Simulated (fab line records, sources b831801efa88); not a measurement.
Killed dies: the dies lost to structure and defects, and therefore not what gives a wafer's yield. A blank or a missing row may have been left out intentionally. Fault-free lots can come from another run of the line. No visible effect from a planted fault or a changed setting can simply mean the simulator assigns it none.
fab line records	flow gf180mcu	part 1 of 2: steps 1 to 26 of 35
[record] lots = 5	wafers = 15	last_day = 34
route steps=602 shown M3@424 V3@429 M4@456
lots untouched by any fault: they come from a run of this same line in which no faults occurred
start_h: hours from the record's first day to the start of the lot's first wafer shown	wait_h: hours from the lot's prior step to this one	" same as the row above	L1.1+2: several wafers, shown together as one row	- no value, or no start was given	* or withheld: withheld	< > ~ a bound
route shown NAME@n: NAME is a module with steps in the file, n the number in the route of the first one	usual: mean/standard deviation of fault-free wafers	same: alike in all rows	chamber/n: place in a boat	sites: readings site by site	_std_site: the standard deviation of these	_edge_site: mean of outer sites minus mean of inner sites	radius_mm: how far each site lies from the wafer's centre	mask NAME#n: copy n	behind: the last tool/chamber to shape the wafer	hold: cause of the lot's hold/its duration in hours/its outcome	device: the transistor (n, p or np) that didn't switch	end of line: the same wafers' tests at the end of the route	step lacking rows: just its recipe	killed: dies that structure and defects cost at the first sort, which is not the same as the wafer's yield	map: dies across one wafer; x = killed, . = not, _ = none there
set.NAME: setting as actually run; set.NAME@STEP: the setting as run at that earlier step	model.NAME: the simulator's own value behind a step, which no gauge read
lots at selected steps of the route; one table per step, one row per wafer
services: from which hour (start_h, from the record's first day; less than 0 if before it) a tool's chamber was out of use, for how many hours, and why
[[steps]]
[step GF_M3_OVL_MEAS_15]
[usual] M3_OVL = 0/6
lot.wafer	tool	chamber	start_h	wait_h	M3_OVL[nm]
L078.2	overlay-01	-	530.90	0.1	3
L078.3	"	-	"	"	-3
L078.6	"	-	"	"	-5
L084.1	overlay-02	-	579.81	0.1	2
L084.5	"	-	"	"	2
L084.6	"	-	"	"	-3
L085.2	overlay-02	-	586.17	0.1	4
L085.4	"	-	"	"	0
L085.5	"	-	"	"	6
L094.1	overlay-02	-	653.39	0.1	0
L094.2	"	-	"	"	4
L094.6	"	-	"	"	-1
L095.2	overlay-01	-	655.16	0.1	7
L095.5	"	-	"	"	4
L095.6	"	-	"	"	6
[step GF_M3_METAL_ETCH_16]
[recipe] chemistry = Cl2/BCl3	mask_material = KrF	target_depth_nm = 750.8	stop_on = SiO2	pressure_mtorr = 8	icp_w = 800	bias_w = 140	Cl2_flow_sccm = 80	bcl3_flow_sccm = 40	time_s = 125.1
[usual] drypump_motor_current_A = 5.6/0.47	oes_product_au = 0.990/0.0051	throttle_valve_pct = 28.230/0.0088
lot.wafer	tool	chamber	start_h	wait_h	drypump_motor_current_A	oes_product_au	rf_hours_counter_h	throttle_valve_pct
L078.2	rie_metal-02	0	530.93	0.0	6.2	0.988	10	28.221
L078.3	"	1	"	"	4.8	0.997	-	28.230
L078.6	"	1	"	"	4.8	0.991	-	28.228
L084.1	rie_metal-03	0	579.84	0.0	5.2	0.990	7	28.252
L084.5	"	1	"	"	5.6	0.988	-	28.225
L084.6	"	0	"	"	5.2	0.986	-	28.238
L085.2	rie_metal-03	0	586.20	0.0	5.3	0.988	7	28.237
L085.4	"	0	"	"	5.3	0.984	-	28.240
L085.5	"	0	"	"	5.3	0.991	-	28.237
L094.1	rie_metal-02	0	653.42	0.0	6.2	1.000	1	28.239
L094.2	"	1	"	"	4.8	0.998	8	28.222
L094.6	"	0	"	"	6.2	0.995	-	28.226
L095.2	rie_metal-01	0	655.24	0.1	5.9	0.987	-	28.245
L095.5	"	0	"	"	5.8	0.988	-	28.237
L095.6	"	0	"	"	5.9	0.990	-	28.221
[step GF_M3_STRIP_17]
[recipe] chemistry = O2/N2	power_w = 1400	pressure_mtorr = 1500	platen_temp_c = 250	o2_flow_sccm = 3000	n2_flow_sccm = 300	overash_fraction = 0.5
[usual] drypump_motor_current_A = 5.75/0.25	heater_power_w = 323/31	oes_product_au = 0.537/0.0049	strip_time_to_endpoint_s = 7.38/0.045
lot.wafer	tool	chamber	start_h	wait_h	drypump_motor_current_A	heater_power_w	oes_product_au	rf_hours_counter_h	strip_time_to_endpoint_s
L078.2	plasma_asher-03	0	531.06	0.1	5.75	291	0.536	88	7.36
L078.3	"	0	"	"	5.73	286	0.530	-	7.33
L078.6	"	0	"	"	5.73	283	0.537	-	7.34
L084.1	plasma_asher-04	0	579.97	0.1	6.10	311	0.543	15	7.38
L084.5	"	1	"	"	5.99	326	0.534	-	7.39
L084.6	"	0	"	"	6.10	312	0.531	-	7.34
L085.2	plasma_asher-03	0	586.33	0.1	5.74	288	0.541	94	7.46
L085.4	"	1	"	"	5.43	361	0.546	-	7.42
L085.5	"	0	"	"	5.75	284	0.525	-	7.38
L094.1	plasma_asher-03	1	653.55	0.1	5.41	340	0.534	101	7.40
L094.2	"	0	"	"	5.74	294	0.536	101	7.32
L094.6	"	0	"	"	5.74	287	0.532	-	7.38
L095.2	plasma_asher-03	1	655.45	0.2	5.43	357	0.541	101	7.46
L095.5	"	1	"	"	5.43	353	0.545	-	7.45
L095.6	"	0	"	"	5.75	294	0.546	-	7.45
[step GF_M3_STRIP_18]
[recipe] chemistry = post_etch_residue_remover	time_s = 1200	temp_c = 72.5
[usual] bath_heat_duty_pct = 14.2/1.1
lot.wafer	tool	chamber	start_h	wait_h	bath_heat_duty_pct
L078.2	wet_bench-04	3	531.16	0.1	14.1
L078.3	"	3	"	"	14.2
L078.6	"	3	"	"	14.3
L084.1	wet_bench-04	3	580.07	0.1	13.1
L084.5	"	3	"	"	14.8
L084.6	"	3	"	"	14.4
L085.2	wet_bench-04	3	586.43	0.1	15.3
L085.4	"	3	"	"	13.7
L085.5	"	3	"	"	15.0
L094.1	wet_bench-01	3	653.76	0.2	13.8
L094.2	"	3	"	"	15.0
L094.6	"	3	"	"	14.8
L095.2	wet_bench-04	3	655.55	0.1	14.6
L095.5	"	3	"	"	14.5
L095.6	"	3	"	"	15.4
[step GF_M3_CLEAN_19]
[recipe] chemistry = DIW	dry = n2_spin
lot.wafer	tool	chamber	start_h	wait_h
L078.2+3+6	wet_bench-03	0	531.53	0.0
L084.1+5+6	wet_bench-03	1	580.45	0.0
L085.2+4+5	wet_bench-04	2	586.77	0.0
L094.1+2+6	wet_bench-04	3	654.10	0.0
L095.2+5+6	wet_bench-01	0	655.92	0.0
[step GF_V3_CVD_00]
[recipe] material = SiO2	target_thk_nm = 600	sigma_open_frac = 0.3	temp_c = 400	time_s = 100	sih4_flow_sccm = 60	pressure_mtorr = 6
[usual] pressure_mtorr = 5.999/0.011
lot.wafer	tool	chamber	start_h	wait_h	pressure_mtorr
L078.2	hdpcvd-02	0	531.62	0.0	6.012
L078.3	"	1	"	"	5.980
L078.6	"	0	"	"	5.991
L084.1	hdpcvd-01	0	580.54	0.0	6.000
L084.5	"	0	"	"	5.993
L084.6	"	1	"	"	5.991
L085.2	hdpcvd-02	0	586.87	0.0	5.998
L085.4	"	2	"	"	6.009
L085.5	"	0	"	"	6.000
L094.1	hdpcvd-02	0	654.20	0.0	5.982
L094.2	"	1	"	"	6.011
L094.6	"	2	"	"	6.011
L095.2	hdpcvd-02	1	656.02	0.0	6.003
L095.5	"	1	"	"	5.982
L095.6	"	2	"	"	6.011
[step GF_V3_THK_MEAS_01]
[recipe] reads = SiO2_of_V3_CVD_00
[usual] V3_CVD_00_THK = 600/5.2
lot.wafer	tool	chamber	start_h	wait_h	V3_CVD_00_THK[nm]
L078.2	film_metro-02	-	531.70	0.0	591
L078.3	"	-	"	"	597
L078.6	"	-	"	"	602
L084.1	film_metro-02	-	580.61	0.0	600
L084.5	"	-	"	"	603
L084.6	"	-	"	"	607
L085.2	film_metro-03	-	586.95	0.0	595
L085.4	"	-	"	"	605
L085.5	"	-	"	"	601
L094.1	film_metro-03	-	654.27	0.0	596
L094.2	"	-	"	"	593
L094.6	"	-	"	"	601
L095.2	film_metro-03	-	656.11	0.0	597
L095.5	"	-	"	"	600
L095.6	"	-	"	"	598
[step GF_V3_CVD_02]
[recipe] material = SiO2	target_thk_nm = 850	precursor = TEOS	temp_c = 400	time_s = 94.851	rf_w = 600
[usual] heater_power_w = 696/87
lot.wafer	tool	chamber	start_h	wait_h	heater_power_w
L078.2	pecvd-01	1	531.75	0.0	753
L078.3	"	2	"	"	892
L078.6	"	0	"	"	594
L084.1	pecvd-03	1	580.67	0.1	749
L084.5	"	1	"	"	615
L084.6	"	2	"	"	686
L085.2	pecvd-03	1	587.00	0.0	666
L085.4	"	1	"	"	707
L085.5	"	0	"	"	659
L094.1	pecvd-01	2	654.33	0.1	905
L094.2	"	1	"	"	776
L094.6	"	1	"	"	804
L095.2	pecvd-03	1	656.16	0.0	765
L095.5	"	2	"	"	678
L095.6	"	1	"	"	790
[step GF_V3_THK_MEAS_03]
[recipe] reads = SiO2_of_V3_CVD_02
[usual] V3_CVD_02_THK = 849/12
lot.wafer	tool	chamber	start_h	wait_h	V3_CVD_02_THK[nm]
L078.2	film_metro-02	-	531.83	0.0	844
L078.3	"	-	"	"	835
L078.6	"	-	"	"	852
L084.1	film_metro-03	-	580.74	0.0	836
L084.5	"	-	"	"	831
L084.6	"	-	"	"	838
L085.2	film_metro-03	-	587.08	0.0	842
L085.4	"	-	"	"	863
L085.5	"	-	"	"	856
L094.1	film_metro-03	-	654.40	0.0	844
L094.2	"	-	"	"	838
L094.6	"	-	"	"	871
L095.2	film_metro-02	-	656.24	0.0	847
L095.5	"	-	"	"	870
L095.6	"	-	"	"	861
[step GF_V3_CMP_04]
[recipe] material = SiO2	down_force_psi = 4	platen_rpm = 60	pad_velocity_m_s = 0.94248
[usual] motor_current_A = 12.1/1	time_to_endpoint_s = 82/5.6
lot.wafer	tool	chamber	start_h	wait_h	motor_current_A	time_to_endpoint_s
L078.3	cmp-01	3	531.88	0.0	13.2	76
L078.2	"	2	"	"	12.4	79
L078.6	"	3	"	"	13.6	83
L084.1	cmp-02	1	580.85	0.1	12.4	75
L084.5	"	0	"	"	11.9	74
L084.6	"	1	"	"	11.5	78
L085.2	cmp-02	1	587.23	0.1	12.1	81
L085.4	"	2	"	"	12.8	88
L085.5	"	0	"	"	11.9	84
L094.1	cmp-01	1	654.81	0.4	11.6	76
L094.2	"	2	"	"	12.4	76
L094.6	"	3	"	"	12.9	86
L095.2	cmp-02	3	656.39	0.1	10.7	82
L095.5	"	1	"	"	11.3	91
L095.6	"	2	"	"	13.5	86
[step GF_V3_BOW_MEAS_05]
[recipe] mode = bow
[usual] V3_BOW = 115/8.6
lot.wafer	tool	chamber	start_h	wait_h	V3_BOW[um]
L078.2	film_metro-03	-	532.20	0.1	115
L078.3	"	-	"	"	114
L078.6	"	-	"	"	110
L084.1	film_metro-03	-	581.10	0.2	120
L084.5	"	-	"	"	113
L084.6	"	-	"	"	108
L085.2	film_metro-03	-	587.45	0.2	117
L085.4	"	-	"	"	131
L085.5	"	-	"	"	113
L094.1	film_metro-03	-	655.01	0.1	112
L094.2	"	-	"	"	109
L094.6	"	-	"	"	105
L095.2	film_metro-02	-	656.61	0.2	103
L095.5	"	-	"	"	106
L095.6	"	-	"	"	112
[step GF_V3_DEHYDRATE_06]
[recipe] temp_c = 200	time_s = 60
[usual] resist_line_temp_C = 23.03/0.1
lot.wafer	tool	chamber	start_h	wait_h	resist_line_temp_C
L078.2	litho_track-01	0	543.04	10.8	22.99
L078.3	"	0	"	"	23.00
L078.6	"	0	"	"	23.00
L084.1	litho_track-01	0	590.67	9.6	23.01
L084.5	"	0	"	"	22.95
L084.6	"	0	"	"	23.09
L085.2	litho_track-01	0	597.24	9.8	23.14
L085.4	"	0	"	"	23.11
L085.5	"	0	"	"	23.12
L094.1	litho_track-01	0	664.22	9.2	23.07
L094.2	"	0	"	"	22.94
L094.6	"	0	"	"	22.99
L095.2	litho_track-03	0	666.38	9.8	23.17
L095.5	"	0	"	"	22.99
L095.6	"	0	"	"	23.32
[step GF_V3_HMDS_07]
[recipe] prime_time_s = 60	prime_temp_c = 120
[usual] resist_line_temp_C = 23.02/0.12
lot.wafer	tool	chamber	start_h	wait_h	resist_line_temp_C
L078.2	litho_track-01	0	543.19	0.1	22.98
L078.3	"	0	"	"	23.06
L078.6	"	0	"	"	23.09
L084.1	litho_track-01	0	590.82	0.1	22.83
L084.5	"	0	"	"	22.88
L084.6	"	0	"	"	22.85
L085.2	litho_track-01	0	597.39	0.1	22.96
L085.4	"	0	"	"	23.04
L085.5	"	0	"	"	22.93
L094.1	litho_track-01	0	664.37	0.1	23.19
L094.2	"	0	"	"	23.16
L094.6	"	0	"	"	23.21
L095.2	litho_track-03	0	666.53	0.1	22.91
L095.5	"	0	"	"	22.71
L095.6	"	0	"	"	22.81
[step GF_V3_COAT_08]
[recipe] resist = BARC	temp_c = withheld	time_s = withheld	spin_rpm = withheld	resist_thk_nm = withheld
[usual] resist_line_temp_C = *
lot.wafer	tool	chamber	start_h	wait_h	resist_line_temp_C
L078.2	litho_track-01	0	543.34	0.1	*
L078.3	"	0	"	"	*
L078.6	"	0	"	"	*
L084.1	litho_track-01	0	590.97	0.1	*
L084.5	"	0	"	"	*
L084.6	"	0	"	"	*
L085.2	litho_track-01	0	597.54	0.1	*
L085.4	"	0	"	"	*
L085.5	"	0	"	"	*
L094.1	litho_track-01	0	664.52	0.1	*
L094.2	"	0	"	"	*
L094.6	"	0	"	"	*
L095.2	litho_track-03	0	666.68	0.1	*
L095.5	"	0	"	"	*
L095.6	"	0	"	"	*
[step GF_V3_COAT_09]
[recipe] resist = KrF	spin_rpm = withheld	resist_thk_nm = 1000
[usual] resist_line_temp_C = 23.01/0.1
lot.wafer	tool	chamber	start_h	wait_h	resist_line_temp_C
L078.2	litho_track-01	0	-	-	22.84
L078.3	"	0	"	"	22.78
L078.6	"	0	"	"	22.81
L084.1	litho_track-01	0	-	-	23.21
L084.5	"	0	"	"	23.06
L084.6	"	0	"	"	22.96
L085.2	litho_track-01	0	-	-	22.92
L085.4	"	0	"	"	22.98
L085.5	"	0	"	"	23.00
L094.1	litho_track-01	0	-	-	23.03
L094.2	"	0	"	"	23.08
L094.6	"	0	"	"	23.01
L095.2	litho_track-03	0	-	-	23.11
L095.5	"	0	"	"	23.05
L095.6	"	0	"	"	22.90
[step GF_V3_SOFTBAKE_10]
[recipe] temp_c = 130	time_s = 60	resist = KrF
[usual] resist_line_temp_C = 23.03/0.11
lot.wafer	tool	chamber	start_h	wait_h	resist_line_temp_C
L078.2	litho_track-01	0	-	-	23.13
L078.3	"	0	"	"	23.06
L078.6	"	0	"	"	22.92
L084.1	litho_track-01	0	-	-	22.86
L084.5	"	0	"	"	22.98
L084.6	"	0	"	"	22.94
L085.2	litho_track-01	0	-	-	22.95
L085.4	"	0	"	"	22.83
L085.5	"	0	"	"	23.04
L094.1	litho_track-01	0	-	-	23.00
L094.2	"	0	"	"	23.13
L094.6	"	0	"	"	23.14
L095.2	litho_track-03	0	-	-	23.08
L095.5	"	0	"	"	23.10
L095.6	"	0	"	"	23.04
[step GF_V3_EXPOSE_11]
[recipe] mask_id = Via3	target_cd_nm = 260	na = 0.68	source_shape = conventional	sigma_outer = 0.6	dose_mj = 38
lot.wafer	tool	chamber	start_h	wait_h	mask
L078.2+3+6	krf_scanner-01	0	-	-	Via3#0
L084.1+5+6	krf_scanner-02	0	-	-	Via3#0
L085.2+4+5	krf_scanner-02	0	-	-	Via3#0
L094.1+2+6	krf_scanner-02	0	-	-	Via3#0
L095.2+5+6	krf_scanner-01	0	-	-	Via3#0
[step GF_V3_PEB_12]
[recipe] peb_temp_c = 135	peb_time_s = 90	resist = KrF
[usual] resist_line_temp_C = 23.00/0.11
lot.wafer	tool	chamber	start_h	wait_h	resist_line_temp_C
L078.2	litho_track-01	0	-	-	22.94
L078.3	"	0	"	"	23.07
L078.6	"	0	"	"	23.00
L084.1	litho_track-01	0	-	-	23.09
L084.5	"	0	"	"	22.97
L084.6	"	0	"	"	23.09
L085.2	litho_track-01	0	-	-	23.01
L085.4	"	0	"	"	23.05
L085.5	"	0	"	"	22.94
L094.1	litho_track-01	0	-	-	23.00
L094.2	"	0	"	"	23.00
L094.6	"	0	"	"	22.97
L095.2	litho_track-04	0	-	-	22.96
L095.5	"	0	"	"	23.09
L095.6	"	0	"	"	22.98
[step GF_V3_DEVELOP_13]
[recipe] develop_time_s = 60	resist = KrF	dev_temp_c = 21
[usual] resist_line_temp_C = 22.99/0.11
lot.wafer	tool	chamber	start_h	wait_h	resist_line_temp_C
L078.2	litho_track-01	0	554.49	0.2	23.00
L078.3	"	0	"	"	23.00
L078.6	"	0	"	"	23.15
L084.1	litho_track-01	0	601.72	0.2	23.00
L084.5	"	0	"	"	23.09
L084.6	"	0	"	"	23.03
L085.2	litho_track-01	0	608.39	0.2	23.21
L085.4	"	0	"	"	23.04
L085.5	"	0	"	"	23.23
L094.1	litho_track-01	0	674.02	0.2	22.90
L094.2	"	0	"	"	22.92
L094.6	"	0	"	"	23.03
L095.2	litho_track-04	0	676.11	0.2	23.03
L095.5	"	0	"	"	23.16
L095.6	"	0	"	"	23.11
[step GF_V3_CD_MEAS_14]
[recipe] target_cd_nm = 260
[usual] cd_nm = 260.3/1.4
lot.wafer	tool	chamber	start_h	wait_h	cd_nm
L078.2	cd_sem-01	-	554.64	0.1	260.5
L078.3	"	-	"	"	261.3
L078.6	"	-	"	"	260.6
L084.1	cd_sem-02	-	601.87	0.1	259.7
L084.5	"	-	"	"	258.4
L084.6	"	-	"	"	259.4
L085.2	cd_sem-02	-	608.54	0.1	258.7
L085.4	"	-	"	"	257.1
L085.5	"	-	"	"	258.2
L094.1	cd_sem-01	-	674.17	0.1	262.9
L094.2	"	-	"	"	262.9
L094.6	"	-	"	"	263.6
L095.2	cd_sem-02	-	676.26	0.1	261.5
L095.5	"	-	"	"	262.7
L095.6	"	-	"	"	261.2
[step GF_V3_OVL_MEAS_15]
[usual] V3_OVL = 3/5.8
lot.wafer	tool	chamber	start_h	wait_h	V3_OVL[nm]
L078.2	overlay-02	-	554.75	0.1	-3
L078.3	"	-	"	"	1
L078.6	"	-	"	"	-4
L084.1	overlay-01	-	601.99	0.1	5
L084.5	"	-	"	"	12
L084.6	"	-	"	"	19
L085.2	overlay-01	-	608.65	0.1	0
L085.4	"	-	"	"	-5
L085.5	"	-	"	"	1
L094.1	overlay-01	-	674.29	0.1	9
L094.2	"	-	"	"	10
L094.6	"	-	"	"	5
L095.2	overlay-01	-	676.36	0.1	-1
L095.5	"	-	"	"	6
L095.6	"	-	"	"	0
[step GF_V3_ETCH_16]
[recipe] chemistry = N2/H2	target_depth_a = withheld	overetch_a = withheld	time_s = withheld	target = BARC	ion_energy_ev = 200	source_w = 500	bias_w = 100	pressure_mtorr = 30	n2_flow_sccm = 100	h2_flow_sccm = 200
[usual] drypump_motor_current_A = 6.0/0.52	h2_flow_sccm = 200.0/0.59	oes_product_au = 0.854/0.0051	throttle_valve_pct = 13.224/0.0088
lot.wafer	tool	chamber	start_h	wait_h	drypump_motor_current_A	h2_flow_sccm	oes_product_au	throttle_valve_pct
L078.2	rie_diel-04	0	554.78	0.0	6.6	199.6	0.844	13.227
L078.3	"	2	"	"	6.4	199.4	0.859	13.224
L078.6	"	0	"	"	6.6	200.4	0.858	13.224
L084.1	rie_diel-01	1	602.03	0.0	6.0	200.0	0.850	13.223
L084.5	"	1	"	"	6.0	200.4	0.855	13.222
L084.6	"	0	"	"	5.6	199.2	0.862	13.225
L085.2	rie_diel-03	3	608.68	0.0	6.0	200.5	0.851	13.238
L085.4	"	1	"	"	5.7	200.4	0.852	13.225
L085.5	"	3	"	"	6.0	199.9	0.855	13.224
L094.1	rie_diel-04	1	674.32	0.0	6.4	200.1	0.851	13.234
L094.2	"	0	"	"	6.6	200.5	0.854	13.228
L094.6	"	0	"	"	6.6	199.8	0.848	13.220
L095.2	rie_diel-03	0	676.39	0.0	6.7	200.3	0.861	13.224
L095.5	"	3	"	"	6.0	200.9	0.853	13.236
L095.6	"	0	"	"	6.7	200.2	0.850	13.231
[step GF_V3_ETCH_17]
[recipe] chemistry = C4F8/O2/Ar	mask_material = KrF	target = SiO2	stop_on = TiN	source_w = 1500	bias_w = 1200	pressure_mtorr = 40	c4f8_flow_sccm = withheld	O2_flow_sccm = 6	Ar_flow_sccm = 300	time_s = withheld	target_depth_a = 6350
[usual] oes_product_au = 0.856/0.0045
lot.wafer	tool	chamber	start_h	wait_h	oes_product_au
L078.2	rie_diel-04	0	-	-	0.856
L078.3	"	2	"	"	0.861
L078.6	"	0	"	"	0.856
L084.1	rie_diel-01	1	-	-	0.851
L084.5	"	1	"	"	0.855
L084.6	"	0	"	"	0.853
L085.2	rie_diel-03	3	-	-	0.859
L085.4	"	1	"	"	0.859
L085.5	"	3	"	"	0.863
L094.1	rie_diel-04	1	-	-	0.856
L094.2	"	0	"	"	0.849
L094.6	"	0	"	"	0.854
L095.2	rie_diel-03	0	-	-	0.856
L095.5	"	3	"	"	0.856
L095.6	"	0	"	"	0.853
[step GF_V3_STRIP_18]
[recipe] chemistry = O2/N2	power_w = 1400	pressure_mtorr = 1500	platen_temp_c = 250	o2_flow_sccm = 3000	n2_flow_sccm = 300	overash_fraction = 0.5
[usual] drypump_motor_current_A = 5.76/0.2	heater_power_w = 312/25	oes_product_au = 0.593/0.005
lot.wafer	tool	chamber	start_h	wait_h	drypump_motor_current_A	heater_power_w	oes_product_au	rf_hours_counter_h
L078.2	plasma_asher-02	0	554.90	-	5.64	322	0.589	77
L078.3	"	0	"	"	5.65	315	0.591	-
L078.6	"	1	"	"	5.77	290	0.595	-
L084.1	plasma_asher-04	0	602.15	-	6.08	310	0.590	18
L084.5	"	0	"	"	6.09	315	0.599	-
L084.6	"	1	"	"	5.99	345	0.595	-
L085.2	plasma_asher-02	0	608.80	-	5.66	321	0.588	82
L085.4	"	1	"	"	5.75	285	0.597	-
L085.5	"	0	"	"	5.69	316	0.584	-
L094.1	plasma_asher-03	0	674.45	-	5.77	286	0.585	104
L094.2	"	1	"	"	5.42	355	0.592	104
L094.6	"	0	"	"	5.74	296	0.592	-
L095.2	plasma_asher-02	0	676.52	-	5.65	315	0.591	90
L095.5	"	0	"	"	5.67	321	0.599	-
L095.6	"	1	"	"	5.77	288	0.603	-
[step GF_V3_STRIP_19]
[recipe] chemistry = post_etch_residue_remover	time_s = 1200	temp_c = 72.5
[usual] bath_heat_duty_pct = 14.4/1.5
lot.wafer	tool	chamber	start_h	wait_h	bath_heat_duty_pct
L078.2	wet_bench-03	3	555.00	0.1	13.8
L078.3	"	3	"	"	13.3
L078.6	"	3	"	"	12.9
L084.1	wet_bench-04	3	602.25	0.1	14.5
L084.5	"	3	"	"	15.0
L084.6	"	3	"	"	15.1
L085.2	wet_bench-02	0	608.90	0.1	13.7
L085.4	"	0	"	"	13.4
L085.5	"	0	"	"	13.7
L094.1	wet_bench-03	1	674.55	0.1	12.3
L094.2	"	1	"	"	12.5
L094.6	"	1	"	"	11.4
L095.2	wet_bench-04	3	676.62	0.1	14.7
L095.5	"	3	"	"	15.3
L095.6	"	3	"	"	14.5
[step GF_V3_CLEAN_20]
[recipe] chemistry = DIW	dry = n2_spin
lot.wafer	tool	chamber	start_h	wait_h
L078.2+3+6	wet_bench-02	2	555.35	0.0
L084.1+5+6	wet_bench-03	0	602.63	0.0
L085.2+4+5	wet_bench-04	3	609.25	0.0
L094.1+2+6	wet_bench-04	1	674.89	0.0
L095.2+5+6	wet_bench-03	1	676.96	0.0
